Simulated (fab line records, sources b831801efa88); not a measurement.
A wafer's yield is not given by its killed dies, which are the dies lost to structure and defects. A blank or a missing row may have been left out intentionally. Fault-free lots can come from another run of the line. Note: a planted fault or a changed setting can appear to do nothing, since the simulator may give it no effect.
fab line records | flow gf180mcu
[record] lots = 14 | wafers = 42 | lastDay = 34
route steps=602 shown V5@544 TOP_METAL@567
lots with no fault: from the same line, run without faults
startH: hours from the record's opening day to when the first of the lot's shown wafers began | waitH: time in hours since the lot's previous step | " repeats the value in the row above | L1.1+2: a row that stands for several wafers | - no value present, or no start provided | * or withheld: withheld | < > ~ a bound
route shown NAME@n: a module of which the file shows steps, and the number in the route of the first | usual: mean/standard deviation of fault-free wafers | same: alike in all rows | chamber/n: place in a boat | sites: per-site readings | _std_site: their standard deviation | _edge_site: mean of outer sites minus mean of inner sites | radiusMm: for every site, how far away it sits from the centre of the wafer | mask NAME#n: copy n | behind: the last tool/chamber to shape the wafer | hold: what put the lot on hold/how long, in hours/how the hold closed | device: the n, p or np transistor that did not switch | end of line: the route-end tests of the same wafers | for a step that has no rows: nothing shown but its recipe | killed: at the first sort, the dies lost to defects and structure; wafer yield is something else | map: per-die view of a wafer (x killed, . not killed, _ where there is no die)
set.NAME: the setting that was run; set.NAME@STEP: the one run at that earlier step | model.NAME: the simulator's own value behind a step, which no gauge read
a sample of lots followed through the steps of the route, with each step as a table and each wafer as a row
services: a tool's chamber out of use, with start hour (startH, from the record's first day; less than 0 if before it), hours out, and reason
[[steps]]
[step GF_V5_CMP_04]
[recipe] material = SiO2 | downForcePsi = 4 | platenRpm = 60 | padVelocityMS = 0.94248
[usual] motorCurrentA = 11.2/0.66
lot.wafer | tool   | chamber | startH | waitH | motorCurrentA
L536.2    | cmp-02 | 0       | 614.16 | 0.0   | 11.0
L536.3    | "      | 1       | "      | "     | 10.8
L536.6    | "      | 0       | "      | "     | 11.4
L537.3    | cmp-01 | 3       | 620.46 | 0.0   | 10.6
L537.1    | "      | 1       | "      | "     | 11.5
L537.5    | "      | 0       | "      | "     | 10.6
L538.2    | cmp-01 | 3       | 631.66 | 0.0   | 10.8
L538.4    | "      | 0       | "      | "     | 10.5
L538.5    | "      | 0       | "      | "     | 10.4
L539.2    | cmp-01 | 1       | 637.53 | 0.5   | 11.1
L539.3    | "      | 2       | "      | "     | 11.2
L539.4    | "      | 3       | "      | "     | 10.8
L540.3    | cmp-01 | 1       | 647.76 | 0.1   | 11.2
L540.4    | "      | 2       | "      | "     | 11.5
L540.5    | "      | 1       | "      | "     | 11.7
L541.1    | cmp-01 | 3       | 658.27 | 0.2   | 10.9
L541.5    | "      | 2       | "      | "     | 10.9
L541.6    | "      | 3       | "      | "     | 10.2
L543.4    | cmp-01 | 3       | 668.07 | 0.0   | 10.6
L543.2    | "      | 0       | "      | "     | 10.7
L543.3    | "      | 1       | "      | "     | 11.9
L545.2    | cmp-02 | 2       | 684.11 | 0.1   | 11.5
L545.1    | "      | 0       | "      | "     | 11.1
L545.6    | "      | 2       | "      | "     | 12.2
L548.1    | cmp-02 | 0       | 703.96 | 0.1   | 11.3
L548.4    | "      | 1       | "      | "     | 10.6
L548.5    | "      | 0       | "      | "     | 11.0
L551.2    | cmp-01 | 3       | 720.83 | 0.0   | 11.0
L551.1    | "      | 1       | "      | "     | 11.0
L551.5    | "      | 0       | "      | "     | 10.4
L553.2    | cmp-01 | 3       | 744.01 | 0.0   | 11.5
L553.1    | "      | 2       | "      | "     | 11.1
L553.5    | "      | 3       | "      | "     | 10.8
L555.2    | cmp-01 | 1       | 754.66 | 0.0   | 11.5
L555.3    | "      | 3       | "      | "     | 10.6
L555.1    | "      | 0       | "      | "     | 10.4
L557.2    | cmp-01 | 2       | 767.70 | 0.0   | 11.4
L557.1    | "      | 3       | "      | "     | 10.8
L557.4    | "      | 1       | "      | "     | 11.6
L558.2    | cmp-01 | 2       | 769.16 | 0.1   | 11.8
L558.5    | "      | 0       | "      | "     | 10.8
L558.6    | "      | 1       | "      | "     | 11.4
[step GF_TOP_METAL_SPUTTER_00]
[recipe] material = Ti | targetThkNm = 37.5 | arrivingIonEnergyEv = 80 | substrateTempC = 200 | chamberPressurePa = 2 | powerW = 4000 | timeS = 150
[usual] throttleValvePct = 30.0/1.2
lot.wafer | tool          | chamber | startH | waitH | throttleValvePct
L536.2    | pvdSputter-04 | -       | 636.88 | 0.2   | 29.3
L536.3    | "             | -       | "      | "     | 29.9
L536.6    | "             | -       | "      | "     | 29.7
L537.1    | pvdSputter-03 | -       | 642.66 | 0.2   | 32.0
L537.3    | "             | -       | "      | "     | 27.5
L537.5    | "             | -       | "      | "     | 27.6
L538.2    | pvdSputter-02 | -       | 653.00 | 0.1   | 30.1
L538.4    | "             | -       | "      | "     | 30.8
L538.5    | "             | -       | "      | "     | 30.9
L539.2    | pvdSputter-04 | -       | 658.22 | 0.2   | 30.4
L539.3    | "             | -       | "      | "     | 29.5
L539.4    | "             | -       | "      | "     | 29.9
L540.3    | pvdSputter-02 | -       | 669.40 | 0.2   | 30.7
L540.4    | "             | -       | "      | "     | 30.8
L540.5    | "             | -       | "      | "     | 30.1
L541.1    | pvdSputter-02 | -       | 679.15 | 0.2   | 31.1
L541.5    | "             | -       | "      | "     | 31.0
L541.6    | "             | -       | "      | "     | 29.8
L543.2    | pvdSputter-04 | -       | 688.80 | 0.1   | 29.7
L543.3    | "             | -       | "      | "     | 29.5
L543.4    | "             | -       | "      | "     | 30.8
L545.1    | pvdSputter-04 | -       | 704.25 | 0.2   | 29.9
L545.2    | "             | -       | "      | "     | 30.4
L545.6    | "             | -       | "      | "     | 29.9
L548.1    | pvdSputter-03 | -       | 724.06 | 0.1   | 27.9
L548.4    | "             | -       | "      | "     | 30.5
L548.5    | "             | -       | "      | "     | 27.5
L551.1    | pvdSputter-04 | -       | 740.32 | 0.1   | 29.3
L551.2    | "             | -       | "      | "     | 30.7
L551.5    | "             | -       | "      | "     | 30.6
L553.1    | pvdSputter-02 | -       | 762.08 | 0.2   | 29.8
L553.2    | "             | -       | "      | "     | 31.1
L553.5    | "             | -       | "      | "     | 30.0
L555.1    | pvdSputter-03 | -       | 773.07 | 0.2   | 30.7
L555.2    | "             | -       | "      | "     | 31.9
L555.3    | "             | -       | "      | "     | 27.9
L557.1    | pvdSputter-04 | -       | 785.14 | 0.1   | 30.4
L557.2    | "             | -       | "      | "     | 29.2
L557.4    | "             | -       | "      | "     | 30.6
L558.2    | pvdSputter-02 | -       | 786.19 | 0.2   | 30.7
L558.5    | "             | -       | "      | "     | 30.7
L558.6    | "             | -       | "      | "     | 30.9
[step GF_TOP_METAL_EXPOSE_11]
[recipe] maskId = MetalTop | targetCdNm = 440 | na = 0.6 | sourceShape = conventional | sigmaOuter = 0.6 | doseMj = 170
lot.wafer  | tool            | chamber | startH | waitH | mask
L536.2+3+6 | ilineStepper-02 | 0       | 646.31 | -     | MetalTop#0
L537.1+3+5 | ilineStepper-02 | 0       | 652.72 | -     | MetalTop#0
L538.2+4+5 | ilineStepper-02 | 0       | 662.98 | -     | MetalTop#0
L539.2+3+4 | ilineStepper-01 | 0       | 667.96 | -     | MetalTop#0
L540.3+4+5 | ilineStepper-02 | 0       | 679.63 | -     | MetalTop#0
L541.1+5+6 | ilineStepper-02 | 0       | 689.01 | -     | MetalTop#0
L543.2+3+4 | ilineStepper-02 | 0       | 699.06 | -     | MetalTop#0
L545.1+2+6 | ilineStepper-02 | 0       | 713.68 | -     | MetalTop#0
L548.1+4+5 | ilineStepper-01 | 0       | 733.04 | -     | MetalTop#0
L551.1+2+5 | ilineStepper-01 | 0       | 748.84 | -     | MetalTop#0
L553.1+2+5 | ilineStepper-02 | 0       | 770.11 | -     | MetalTop#0
L555.1+2+3 | ilineStepper-02 | 0       | 781.33 | -     | MetalTop#0
L557.1+2+4 | ilineStepper-02 | 0       | 792.99 | -     | MetalTop#0
L558.2+5+6 | ilineStepper-02 | 0       | 794.53 | -     | MetalTop#0
[step GF_TOP_METAL_CD_MEAS_14]
[recipe] targetCdNm = 440
[usual] cdNm = 440.8/2.3
lot.wafer | tool     | chamber | startH | waitH | cdNm
L536.2    | cdSem-02 | -       | 655.84 | 0.1   | 439.9
L536.3    | "        | -       | "      | "     | 439.0
L536.6    | "        | -       | "      | "     | 440.1
L537.1    | cdSem-02 | -       | 662.31 | 0.1   | 441.4
L537.3    | "        | -       | "      | "     | 439.1
L537.5    | "        | -       | "      | "     | 440.1
L538.2    | cdSem-01 | -       | 672.43 | 0.1   | 436.9
L538.4    | "        | -       | "      | "     | 435.6
L538.5    | "        | -       | "      | "     | 438.2
L539.2    | cdSem-02 | -       | 677.28 | 0.1   | 442.6
L539.3    | "        | -       | "      | "     | 443.3
L539.4    | "        | -       | "      | "     | 441.5
L540.3    | cdSem-02 | -       | 688.85 | 0.1   | 437.2
L540.4    | "        | -       | "      | "     | 439.1
L540.5    | "        | -       | "      | "     | 439.3
L541.1    | cdSem-01 | -       | 698.32 | 0.1   | 439.3
L541.5    | "        | -       | "      | "     | 439.7
L541.6    | "        | -       | "      | "     | 438.8
L543.2    | cdSem-01 | -       | 707.68 | 0.1   | 443.1
L543.3    | "        | -       | "      | "     | 441.5
L543.4    | "        | -       | "      | "     | 314.6
L545.1    | cdSem-01 | -       | 722.87 | 0.1   | 316.7
L545.2    | "        | -       | "      | "     | 440.1
L545.6    | "        | -       | "      | "     | 438.9
L548.1    | cdSem-02 | -       | 741.52 | 0.1   | 442.8
L548.4    | "        | -       | "      | "     | 445.0
L548.5    | "        | -       | "      | "     | 442.8
L551.1    | cdSem-02 | -       | 756.71 | 0.1   | 441.1
L551.2    | "        | -       | "      | "     | 443.2
L551.5    | "        | -       | "      | "     | 439.4
L553.1    | cdSem-02 | -       | 778.66 | 0.1   | 439.3
L553.2    | "        | -       | "      | "     | 439.9
L553.5    | "        | -       | "      | "     | 440.0
L555.1    | cdSem-01 | -       | 788.86 | 0.1   | 443.0
L555.2    | "        | -       | "      | "     | 444.0
L555.3    | "        | -       | "      | "     | 443.7
L557.1    | cdSem-02 | -       | 800.46 | 0.1   | 439.6
L557.2    | "        | -       | "      | "     | 440.8
L557.4    | "        | -       | "      | "     | 440.3
L558.2    | cdSem-02 | -       | 801.68 | 0.1   | 440.8
L558.5    | "        | -       | "      | "     | 439.2
L558.6    | "        | -       | "      | "     | 441.6
[step GF_TOP_METAL_METAL_ETCH_16]
[recipe] chemistry = Cl2/BCl3 | maskMaterial = NOVOLAK | targetDepthNm = 1077.5 | stopOn = SiO2 | pressureMtorr = 8 | icpW = 800 | biasW = 140 | Cl2_flow_sccm = 80 | bcl3FlowSccm = 40 | timeS = 179.6
[usual] bcl3FlowSccm = 40.00/0.12 | drypumpMotorCurrentA = 5.40/0.22 | heBacksideLeakSccm = 3.4/0.37 | mfcCl2Sccm = 80.05/0.26 | oesProductAu = 0.966/0.007 | throttleValvePct = 28.258/0.011
lot.wafer | tool        | chamber | startH | waitH | bcl3FlowSccm | drypumpMotorCurrentA | heBacksideLeakSccm | mfcCl2Sccm | oesProductAu | rfHoursCounterH | throttleValvePct
L536.2    | rieMetal-03 | 0       | 655.97 | 0.0   | 40.31        | 5.74                 | 3.3                | 80.13      | 0.956        | 7               | 28.289
L536.3    | "           | 1       | "      | "     | 40.14        | 5.11                 | 3.4                | 80.06      | 0.959        | -               | 28.255
L536.6    | "           | 1       | "      | "     | 40.14        | 5.12                 | 3.4                | 79.99      | 0.948        | -               | 28.272
L537.1    | rieMetal-01 | 0       | 662.46 | 0.0   | 40.10        | 5.49                 | 3.6                | 80.22      | 0.976        | 6               | 28.268
L537.3    | "           | 0       | "      | "     | 39.98        | 5.48                 | 3.5                | 80.54      | 0.974        | -               | 28.271
L537.5    | "           | 0       | "      | "     | 40.18        | 5.49                 | 3.4                | 80.24      | 0.973        | -               | 28.264
L538.2    | rieMetal-04 | 1       | 672.57 | 0.0   | 39.95        | 5.43                 | 6.0                | 79.85      | 0.969        | 0               | 28.242
L538.4    | "           | 1       | "      | "     | 39.97        | 5.43                 | 3.5                | 80.21      | 0.968        | -               | 28.267
L538.5    | "           | 0       | "      | "     | 40.20        | 5.08                 | 3.3                | 79.59      | 0.970        | -               | 28.259
L539.2    | rieMetal-01 | 1       | 677.41 | 0.0   | 40.05        | 5.53                 | 3.4                | 79.74      | 0.965        | 1               | 28.269
L539.3    | "           | 0       | "      | "     | 39.92        | 5.48                 | 3.6                | 80.26      | 0.964        | -               | 28.261
L539.4    | "           | 1       | "      | "     | 39.98        | 5.51                 | 3.1                | 79.63      | 0.958        | -               | 28.268
L540.3    | rieMetal-01 | 0       | 689.03 | 0.1   | 39.75        | 5.50                 | 3.7                | 79.95      | 0.970        | -               | 28.254
L540.4    | "           | 1       | "      | "     | 39.81        | 5.53                 | 3.4                | 79.64      | 0.977        | -               | 28.251
L540.5    | "           | 1       | "      | "     | 39.98        | 5.52                 | 3.2                | 80.14      | 0.967        | -               | 28.246
L541.1    | rieMetal-03 | 0       | 698.47 | 0.0   | 40.01        | 5.75                 | 3.3                | 80.00      | 0.970        | 9               | 28.256
L541.5    | "           | 1       | "      | "     | 40.04        | 5.11                 | 3.2                | 80.43      | 0.962        | -               | 28.257
L541.6    | "           | 0       | "      | "     | 39.94        | 5.74                 | 3.3                | 80.13      | 0.968        | -               | 28.263
L543.2    | rieMetal-01 | 1       | 707.81 | 0.0   | 40.03        | 5.50                 | 3.1                | 79.87      | 0.955        | 2               | 28.272
L543.3    | "           | 1       | "      | "     | 39.98        | 5.53                 | 3.2                | 79.75      | 0.962        | -               | 28.262
L543.4    | "           | 0       | "      | "     | 40.17        | 5.49                 | 3.5                | 80.24      | 0.963        | -               | 28.271
L545.1    | rieMetal-04 | 1       | 723.02 | 0.0   | 39.83        | 5.45                 | 3.5                | 80.33      | 0.971        | 2               | 28.277
L545.2    | "           | 0       | "      | "     | 39.81        | 5.06                 | 3.4                | 79.81      | 0.966        | 13              | 28.263
L545.6    | "           | 0       | "      | "     | 39.89        | 5.07                 | 5.8                | 79.98      | 0.966        | -               | 28.269
L548.1    | rieMetal-04 | 0       | 741.67 | 0.0   | 39.88        | 5.07                 | 3.2                | 80.02      | 0.959        | 14              | 28.255
L548.4    | "           | 1       | "      | "     | 40.11        | 5.43                 | 3.5                | 79.95      | 0.972        | -               | 28.266
L548.5    | "           | 1       | "      | "     | 40.06        | 5.44                 | 3.4                | 80.19      | 0.963        | -               | 28.239
L551.1    | rieMetal-04 | 0       | 756.86 | 0.0   | 40.17        | 5.08                 | 3.3                | 80.29      | 0.977        | 14              | 28.255
L551.2    | "           | 1       | "      | "     | 39.93        | 5.42                 | 3.4                | 79.75      | 0.968        | 4               | 28.246
L551.5    | "           | 0       | "      | "     | 39.78        | 5.07                 | 3.4                | 80.50      | 0.965        | -               | 28.245
L553.1    | rieMetal-04 | 1       | 778.81 | 0.0   | 39.99        | 5.46                 | 3.5                | 79.85      | 0.970        | 5               | 28.246
L553.2    | "           | 0       | "      | "     | 40.06        | 5.08                 | 3.6                | 79.74      | 0.975        | 15              | 28.264
L553.5    | "           | 0       | "      | "     | 39.98        | 5.08                 | 3.3                | 79.96      | 0.974        | -               | 28.266
L555.1    | rieMetal-01 | 1       | 789.01 | 0.0   | 39.89        | 5.51                 | 3.2                | 80.17      | 0.960        | 6               | 28.249
L555.2    | "           | 0       | "      | "     | 40.00        | 5.51                 | 3.5                | 80.74      | 0.981        | 12              | 28.246
L555.3    | "           | 1       | "      | "     | 39.90        | 5.48                 | 3.2                | 80.14      | 0.963        | -               | 28.265
L557.1    | rieMetal-01 | 0       | 800.62 | 0.0   | 40.04        | 5.48                 | 3.6                | 80.07      | 0.978        | 12              | 28.236
L557.2    | "           | 1       | "      | "     | 40.30        | 5.51                 | 3.3                | 80.10      | 0.956        | 7               | 28.255
L557.4    | "           | 0       | "      | "     | 40.03        | 5.49                 | 3.6                | 79.69      | 0.962        | -               | 28.253
L558.2    | rieMetal-04 | 0       | 801.81 | 0.0   | 39.98        | 5.04                 | 3.4                | 79.91      | 0.963        | 17              | 28.265
L558.5    | "           | 1       | "      | "     | 39.93        | 5.43                 | 3.3                | 80.31      | 0.967        | -               | 28.263
L558.6    | "           | 0       | "      | "     | 39.97        | 5.07                 | 3.2                | 79.89      | 0.974        | -               | 28.255
[[services]]
tool            | chamber | startH | hours | kind
pvdSputter-04   | -       | 596.07 | 2.4   | repair
cmp-02          | -       | 596.40 | 0.5   | repair
cmp-01          | -       | 609.72 | 3.2   | repair
pvdSputter-03   | -       | 633.66 | 1.8   | repair
cmp-02          | -       | 634.82 | 4.8   | repair
rieMetal-04     | 1       | 638.73 | 4.8   | repair
cmp-02          | -       | 655.55 | 1.2   | repair
rieMetal-01     | -       | 655.97 | 2.8   | pm
cmp-02          | -       | 656.87 | 8.8   | pm
pvdSputter-02   | -       | 664.62 | 0.8   | repair
pvdSputter-03   | -       | 665.61 | 1.4   | repair
cmp-02          | -       | 665.70 | 9.4   | pm
ilineStepper-02 | -       | 670.07 | 5.2   | repair
ilineStepper-01 | -       | 675.24 | 1.7   | pm
pvdSputter-04   | -       | 677.23 | 2.5   | repair
pvdSputter-04   | -       | 680.46 | 2.8   | repair
ilineStepper-02 | -       | 692.56 | 2.6   | repair
ilineStepper-02 | -       | 708.10 | 1.7   | pm
cmp-01          | -       | 721.89 | 2.5   | repair
ilineStepper-02 | -       | 744.42 | 2.1   | pm
cmp-01          | -       | 749.47 | 5.1   | pm
cmp-01          | -       | 755.07 | 0.8   | repair
pvdSputter-04   | -       | 766.12 | 3.1   | repair
cmp-01          | -       | 771.12 | 1.6   | repair
[[key]]
[firstSign] step = GF_TOP_METAL_CD_MEAS_14 | reading = cdNm | direction = down | sigmas = 54 | usual = 440.8 | struck = 315.7
effect none on later readings
metAt GF_TOP_METAL_EXPOSE_11
struckLots L543,L545
struckWafers L543.4,L545.1
laterRowsLeftOut L543.4,L545.1
sortLeftOut L543.4,L545.1
notActingAt GF_V5_CMP_04,GF_TOP_METAL_SPUTTER_00,GF_TOP_METAL_METAL_ETCH_16
onsetBetween 689.01 699.06
[fault] kind = processParameterDrift | tool = ilineStepper-02 | chamber = - | onsetH = 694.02 | steps = GF_TOP_METAL_EXPOSE_11 | channel = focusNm | offset = 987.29 | shape = step | endH = 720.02 | scope = struckWafersOnly
// sortLeftOut: the simulated sort isn't trusted on such a fault, so these wafers' sort isn't shown, and their yield isn't known
// laterRowsLeftOut: the simulator's readings of these wafers behind a module that went badly wrong aren't trusted and aren't shown, but for the sort
